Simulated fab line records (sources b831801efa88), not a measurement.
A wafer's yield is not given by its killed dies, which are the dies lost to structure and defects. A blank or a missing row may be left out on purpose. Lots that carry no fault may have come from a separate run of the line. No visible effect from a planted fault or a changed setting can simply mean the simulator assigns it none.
Comparing a struck lot with a sound one	flow sky130	15 out of 708 route steps
Sound: these wafers, L399.1, L399.4, L399.5. Struck: wafer L406.3; the same lot's L406.5 was not struck, so it is left out; see the end for the cause.
For every step that has rows: the tool of each side, followed by ch and its chambers, followed by its first start. Under that, the readings that differ: sound wafers	struck wafers	difference of the means	sigmas: that difference in standard deviations of wafers without a fault.
alike: readings whose means differ by less than 2 such deviations, and words and numbers that are the same on both sides. not compared: withheld readings, readings that some wafer has no value for, bounds like >300 that may hide the same value, and numbers for which the record gives no deviation and whose values overlap.
The two part at a step that has a row with sigmas, a row that says differs or no value, or rows on one side only. Numbers that don't overlap but have no deviation are shown without sigmas and don't part them. A reading missing from all wafers of one side parts the sides only when that side holds two or more wafers.

first, 3 steps without rows for these wafers: SKY_METAL2_EXPOSE_12 (exposes mask MM2, target cd 140 nm); SKY_METAL2_PEB_13; SKY_METAL2_DEVELOP_14 (develop time 60 s).
SKY_METAL2_CD_MEAS_15: the cd target is 140 nm.
  struck on cdSem-01, day 40 12:10; sound on cdSem-01, day 38 06:15
reading	sound	struck	difference	sigmas
cdNm (nm)	142.8 143.8 143.1	138.4	-4.8	-3
SKY_METAL2_OVL_MEAS_16:
  struck on overlay-02, day 40 12:16; sound on overlay-01, day 38 06:22
  alike: METAL2_OVL
SKY_METAL2_DESCUM_17: chemistry O2, time 8 s.
  sound on rieMetal-02 ch 0,1, day 38 06:24; struck on rieMetal-04 ch 0, day 40 12:18
reading	sound	struck	difference	sigmas
drypumpMotorCurrentA (A)	5.0 5.0 5.4	6.2	+1.1	+2
  alike: chamberPressureMTorr, oesProductAu, tempC
  not compared: rfHoursCounterH
SKY_METAL2_ETCH_18: etches BARC in N2/H2, stops on SiO2, time 45.9 s, target depth 60 nm.
  sound on rieMetal-02 ch 0,1, day 38 06:26; struck on rieMetal-04 ch 0, day 40 12:20
reading	sound	struck	difference	sigmas
drypumpMotorCurrentA (A)	5.0 5.0 5.4	6.2	+1.1	+2
  alike: biasW, chamberPressureMTorr, n2FlowSccm, oesProductAu, throttleValvePct
  not compared: rfHoursCounterH
SKY_METAL2_METAL_ETCH_19: etches the open film in Cl2/BCl3, stops on SiO2, target depth 360 nm, time 78 s.
  sound on rieMetal-02 ch 0,1, day 38 06:30; struck on rieMetal-04 ch 0, day 40 12:25
  alike: biasW, chamberPressureMTorr, drypumpMotorCurrentA, oesProductAu, throttleValvePct
  not compared: rfHoursCounterH
SKY_METAL2_STRIP_20: strips in O2/N2.
  sound on plasmaAsher-04 ch 1, day 38 06:35; struck on plasmaAsher-01 ch 0, day 40 12:31
reading	sound	struck	difference	sigmas
drypumpMotorCurrentA (A)	5.3 5.3 5.3	6.6	+1.3	+2
n2FlowSccm (sccm)	299.9 300.5 299.9	303.1	+3.0	+3
  alike: chamberPressureMTorr, oesProductAu, stripTimeToEndpointS
  not compared: rfHoursCounterH
then, 3 steps without rows for these wafers: SKY_METAL2_STRIP_21 (strips in post etch residue remover, time 1200 s); SKY_METAL2_CLEAN_22 (cleans in IPA, time 180 s); SKY_METAL2_CLEAN_23 (cleans in O3/DIW).
SKY_VIA2_HDPCVD_00: deposits SiO2, target thk 1180 nm, time 196.7 s.
  sound on hdpcvd-02 ch 0,1, day 38 07:11; struck on hdpcvd-02 ch 2, day 40 13:04
reading	sound	struck	difference	sigmas
runLengthS (s)	225.5 224.9 224.9	175.7	-49.4	-99 or more
model.SiO2_of_VIA2_HDPCVD_00.thkNm (nm)	1182 1185 1186	902.3	-282.0	
SKY_VIA2_THK_MEAS_01:
  struck on filmMetro-04, day 40 13:13; sound on filmMetro-02, day 38 07:22
reading	sound	struck	difference	sigmas
VIA2_HDPCVD_THK (nm)	1181 1185 1186	902	-282	-26
SKY_VIA2_CMP_02: polishes SiO2.
  sound on cmp-01 ch 0,2,3, day 38 07:26; struck on cmp-02 ch 0, day 40 13:18
  alike: motorCurrentA, slurryFilterDpKPa, slurryFlowMlMin

## WHERE THEY PART
At SKY_METAL2_CD_MEAS_15 first; at SKY_VIA2_THK_MEAS_01 last (within this record only). Later steps at which nothing parts them and some readings are alike: SKY_VIA2_CMP_02.

WHY: what the simulator had put in
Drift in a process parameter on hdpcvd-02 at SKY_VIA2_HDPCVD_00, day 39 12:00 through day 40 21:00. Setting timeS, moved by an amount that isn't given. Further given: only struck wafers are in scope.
